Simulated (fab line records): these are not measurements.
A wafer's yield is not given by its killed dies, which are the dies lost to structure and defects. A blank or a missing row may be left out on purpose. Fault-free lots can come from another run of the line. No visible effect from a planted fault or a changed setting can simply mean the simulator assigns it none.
Struck lot and sound lot, side by side	flow sky130	28 out of 708 route steps
Sound: the wafers L673.3, L673.4, L673.5. Wafers L660.1, L660.3, L660.6 were the ones struck. At the end, the cause is stated.
At each step with rows: each side's tool, then ch and its chambers, then its first start. Under that, the readings that differ: sound wafers	struck wafers	difference of the means	sigmas: that difference in standard deviations of wafers without a fault.
alike: readings with means less than 2 such deviations apart, plus words and numbers identical on both sides. not compared: withheld readings, readings lacking a value on some wafer, bounds such as >300 that could conceal the same value, and numbers that have no deviation in the record and whose values overlap.
A row with sigmas, a row that says differs or no value, or rows on one side alone: a step with any of these is where the two part. Non-overlapping numbers with no deviation appear without sigmas and do not part them. A reading missing from all wafers of one side parts the sides only when that side holds two or more wafers.

first, 1 step without rows for these wafers: SKY_VT_ADJUST_HVTR_IMPLANT_09.
SKY_VT_ADJUST_HVTR_STRIP_10: strips in O2/N2.
  sound on plasma_asher-01 ch 0,1, day 16 10:58; struck on plasma_asher-02 ch 0,1, day 12 05:32
  alike: chamber_pressure_mTorr, drypump_motor_current_A, oes_product_au, strip_time_to_endpoint_s
  not compared: rf_hours_counter_h
SKY_VT_ADJUST_HVTR_TW_MEAS_11:
  sound: film_metro-03 at day 16 11:04; struck: film_metro-03 at day 12 05:38
  alike: VT_ADJUST_HVTR_TW
then, 7 steps without rows for these wafers: SKY_VT_ADJUST_PCH_DEHYDRATE_00 (time 60 s); SKY_VT_ADJUST_PCH_HMDS_01 (prime time 60 s); SKY_VT_ADJUST_PCH_COAT_02 (resist thk 3000 nm); SKY_VT_ADJUST_PCH_SOFTBAKE_03; SKY_VT_ADJUST_PCH_EXPOSE_04 (exposes mask NWM, target cd 840 nm); SKY_VT_ADJUST_PCH_PEB_05; SKY_VT_ADJUST_PCH_DEVELOP_06 (develop time 60 s).
SKY_VT_ADJUST_PCH_OVL_MEAS_07:
  sound: overlay-02 at day 17 15:52; struck: overlay-02 at day 13 06:47
  alike: VT_ADJUST_PCH_OVL
following that, these wafers have no rows for 1 step: SKY_VT_ADJUST_PCH_IMPLANT_08.
SKY_VT_ADJUST_PCH_STRIP_09: strips in O2/N2.
  sound on plasma_asher-03 ch 0,1, day 17 16:05; struck on plasma_asher-03 ch 0,1, day 13 06:58
  no value came back on the struck wafers for chamber_pressure_mTorr (mTorr), drypump_motor_current_A (A), oes_product_au (a.u.), strip_time_to_endpoint_s (s); on the sound wafers chamber_pressure_mTorr (mTorr) reads 1499.3 1497.9 1500.3
reading	sound	struck	difference	sigmas
model.coat_of_VT_ADJUST_PCH_COAT_02.thk_nm (nm)	0 0 0	2990 2992 2997	+2993	
  not compared: rf_hours_counter_h
SKY_VT_ADJUST_PCH_TW_MEAS_10:
  sound: film_metro-04 at day 17 16:10; struck: film_metro-04 at day 13 07:04
  alike: VT_ADJUST_PCH_TW
then, 7 steps without rows for these wafers: SKY_SONOS_TUNNEL_DEHYDRATE_00 (time 60 s); SKY_SONOS_TUNNEL_HMDS_01 (prime time 60 s); SKY_SONOS_TUNNEL_COAT_02 (resist thk 1140 nm); SKY_SONOS_TUNNEL_SOFTBAKE_03 (time 60 s); SKY_SONOS_TUNNEL_EXPOSE_04 (exposes mask TUNM, target cd 410 nm); SKY_SONOS_TUNNEL_PEB_05; SKY_SONOS_TUNNEL_DEVELOP_06 (develop time 60 s).
SKY_SONOS_TUNNEL_CD_MEAS_07 targets a cd of 410 nm.
  sound: cd_sem-01 at day 18 21:04; struck: cd_sem-01 at day 14 09:07
  alike: cd_nm
SKY_SONOS_TUNNEL_OVL_MEAS_08:
  sound: overlay-01 at day 18 21:09; struck: overlay-02 at day 14 09:14
  alike: SONOS_TUNNEL_OVL
then, 2 steps without rows for these wafers: SKY_SONOS_TUNNEL_IMPLANT_09; SKY_SONOS_TUNNEL_WET_ETCH_10 (etches SiO2 in dHF, target depth 14 nm, time 280 s).
SKY_SONOS_TUNNEL_STRIP_11: strips in SPM, time 600 s.
  sound on wet_bench-02 ch 1, day 18 21:25; struck on wet_bench-03 ch 3, day 14 09:36
reading	sound	struck	difference	sigmas
model.NOVOLAK_of_SONOS_TUNNEL_COAT_02.thk_nm (nm)	0 0 0	1135 1136 1137	+1136	
  alike: bath_guard_temp_C, bath_heat_duty_pct, temp_c
SKY_SONOS_TUNNEL_TW_MEAS_12:
  sound: film_metro-02 at day 18 21:37; struck: film_metro-04 at day 14 09:47
reading	sound	struck	difference	sigmas
SONOS_TUNNEL_TW	196.7 197.4 198.6	30.1 30.4 30.2	-167.3	-99 or more
then, 1 step without rows for these wafers: SKY_SONOS_TUNNEL_CLEAN_13 (cleans in dHF, time 20 s).

WHERE THEY PART
At SKY_VT_ADJUST_PCH_STRIP_09 first; at SKY_SONOS_TUNNEL_TW_MEAS_12 last (within this record only).

WHY: what the simulator had put in
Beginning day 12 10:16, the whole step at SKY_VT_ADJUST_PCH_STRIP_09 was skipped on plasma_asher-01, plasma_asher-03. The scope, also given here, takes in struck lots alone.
